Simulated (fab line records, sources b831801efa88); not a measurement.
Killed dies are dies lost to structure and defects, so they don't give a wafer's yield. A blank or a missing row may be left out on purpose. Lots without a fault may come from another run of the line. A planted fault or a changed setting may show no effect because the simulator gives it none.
Which tool did it? | flow sky130 | 12 lots, 36 wafers sampled, at 1 step of a route of 708

WHAT THE GAUGES READ, wafer by wafer
SKY_LI_CONTACT_BOW_MEAS_03. Usual: LI_CONTACT_BOW 56 um, standard deviation 6.5.
lot  | measured     | on            | LI_CONTACT_BOW (um) | flag
L980 | day 27 16:25 | film_metro-02 | 56 50 56            |
L981 | day 28 08:17 | film_metro-04 | 60 58 55            |
L983 | day 29 03:50 | film_metro-01 | 59 56 56            |
L984 | day 29 08:11 | film_metro-02 | 56 58 59            |
L986 | day 30 00:26 | film_metro-01 | 58 58 56            |
L992 | day 32 04:42 | film_metro-04 | 50 65 48            |
L995 | day 33 02:25 | film_metro-02 | 59 69 59            |
L996 | day 33 09:07 | film_metro-01 | 62 49 66            |
L997 | day 33 18:01 | film_metro-04 | 46 40 53            |
L999 | day 34 08:10 | film_metro-01 | 49 49 54            |
L101 | day 35 01:02 | film_metro-02 | 63 65 55            |
L102 | day 35 04:17 | film_metro-04 | 64 56 54            |

WHICH TOOL RAN EACH LOT (tool, then ch and the chambers of the sampled wafers, then the start)
The record holds no process step before these readings.

WHAT THE TOOLS THEMSELVES READ (means of the sampled wafers that have a number; where no wafer has one, the mark that the record gives instead)
The record holds no such reading with a usual standard deviation.

THE ANSWER, worked out from the rows above alone
Rule: a lot is off if the mean of its wafers that have a number lies more than 3 standard deviations from the usual mean. A lot without any number at a reading at which 4 lots or more have one is off too. The other lots that the step has rows for count as sound. The gauges are gone through in route order, then the tools' own readings, and for those a lot's mean is taken as printed above. The first step at which some lot is off is used, and at that step the reading that is off furthest; a lot without a number counts as furthest.
No lot is off at any reading shown: from this, nothing can be told.

WHAT THE SIMULATOR HAD PUT IN
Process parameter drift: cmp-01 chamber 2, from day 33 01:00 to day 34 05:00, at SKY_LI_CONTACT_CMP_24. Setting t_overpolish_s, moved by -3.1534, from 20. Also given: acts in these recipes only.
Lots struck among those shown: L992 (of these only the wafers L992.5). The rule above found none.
